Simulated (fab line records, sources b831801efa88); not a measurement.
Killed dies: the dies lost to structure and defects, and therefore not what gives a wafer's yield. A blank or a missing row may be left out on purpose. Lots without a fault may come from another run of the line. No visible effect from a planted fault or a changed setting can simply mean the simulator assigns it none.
A lot that was struck, set against a sound lot / flow gf180mcu / 23 out of 602 route steps
Sound: wafers L537.1, L537.3, L537.5. Wafers L543.1, L543.2, L543.4 were the ones struck. The cause is given at the end.
Each step with rows lists, per side, the tool, then ch with its chambers, then its first start. Under that, the readings that differ: sound wafers / struck wafers / difference of the means / sigmas: that difference in standard deviations of wafers without a fault.
alike: words and numbers the same on both sides, and readings whose means are apart by under 2 such deviations; not compared: readings that were withheld, readings missing a value for some wafer, numbers with overlapping values and no deviation given by the record, and bounds like >300 which may hide the same value.
A row with sigmas, a row that says differs or no value, or rows on one side alone: a step with any of these is where the two part. Non-overlapping numbers with no deviation appear without sigmas and do not part them. A reading missing from all wafers of one side parts the sides only when that side holds two or more wafers.

first, 4 steps without rows for these wafers: GF_NSD_SOFTBAKE_03 (time 60 s); GF_NSD_EXPOSE_04 (exposes mask Nplus, target cd 400 nm); GF_NSD_PEB_05; GF_NSD_DEVELOP_06 (develop time 60 s).
GF_NSD_CD_MEAS_07: target cd 400 nm.
  sound on cdSem-01, day 14 02:04; struck on cdSem-01, day 16 00:07
reading=cdNm (nm); sound=397.8 400.1 397.9; struck=404.3 403.3 403.3; difference=+5.0; sigmas=+2
GF_NSD_OVL_MEAS_08:
  sound on overlay-01, day 14 02:11; struck on overlay-02, day 16 00:14
  alike: NSD_OVL
then, 2 steps without rows for these wafers: GF_NSD_IMPLANT_09; GF_NSD_IMPLANT_10.
GF_NSD_STRIP_11: strips in O2/N2.
  sound on plasmaAsher-04 ch 0,1, day 14 02:31; struck on plasmaAsher-04 ch 0,1, day 16 00:34
  alike: drypumpMotorCurrentA, heaterPowerW, oesProductAu, stripTimeToEndpointS
  not compared: rfHoursCounterH
GF_NSD_TW_MEAS_12:
  sound on filmMetro-04, day 14 02:39; struck on filmMetro-03, day 16 00:40
  alike: NSD_TW
then, 2 steps without rows for these wafers: GF_PSD_DEHYDRATE_00 (time 60 s); GF_PSD_HMDS_01 (prime time 60 s).
GF_PSD_COAT_02: resist thk 1000 nm.
  sound on lithoTrack-01 ch 0, day 14 12:47; struck on lithoTrack-04 ch 0, day 16 11:34
reading=spinSpeedRpm (rpm); sound=2999.0 2997.8 3001.8; struck=3202.3 3198.8 3202.3; difference=+201.6; sigmas=+92
reading=model.NOVOLAK_of_PSD_COAT_02.thkNm (nm); sound=1000 1002 1003; struck=969.7 967.8 964.8; difference=-34.2; sigmas=
then, 3 steps without rows for these wafers: GF_PSD_SOFTBAKE_03 (time 60 s); GF_PSD_EXPOSE_04 (exposes mask Pplus, target cd 400 nm); GF_PSD_PEB_05.
GF_PSD_DEVELOP_06: develop time 60 s.
  sound on lithoTrack-02 ch 0, day 14 23:02; struck on lithoTrack-01 ch 0, day 16 22:56
reading=model.NOVOLAK_of_PSD_COAT_02.thkNm (nm); sound=999.6 1002 1002; struck=969.3 967.4 964.3; difference=-34.2; sigmas=
GF_PSD_CD_MEAS_07: target cd 400 nm.
  sound on cdSem-01, day 14 23:11; struck on cdSem-01, day 16 23:05
  alike: cdNm
GF_PSD_OVL_MEAS_08:
  sound on overlay-02, day 14 23:18; struck on overlay-01, day 16 23:13
  alike: PSD_OVL
following that, these wafers have no rows for 1 step: GF_PSD_IMPLANT_09.
GF_PSD_STRIP_10: strips in O2/N2.
  sound on plasmaAsher-02 ch 0,1, day 14 23:29; struck on plasmaAsher-03 ch 0,1, day 16 23:24
reading=stripTimeToEndpointS (s); sound=16.53 16.58 16.57; struck=16.14 16.13 16.10; difference=-0.44; sigmas=-11
  alike: drypumpMotorCurrentA, heaterPowerW, oesProductAu
  not compared: rfHoursCounterH
GF_PSD_TW_MEAS_11:
  sound on filmMetro-04, day 14 23:35; struck on filmMetro-03, day 16 23:31
  alike: PSD_TW
GF_PASSIVATION_PROBE_99:
  the record holds rows for the sound wafers here (prober-01, day 29 18:00) but none for the struck ones

## WHERE THEY PART
At GF_NSD_CD_MEAS_07 first; at GF_PASSIVATION_PROBE_99 last (within this record only).

WHY: the cause the simulator had injected
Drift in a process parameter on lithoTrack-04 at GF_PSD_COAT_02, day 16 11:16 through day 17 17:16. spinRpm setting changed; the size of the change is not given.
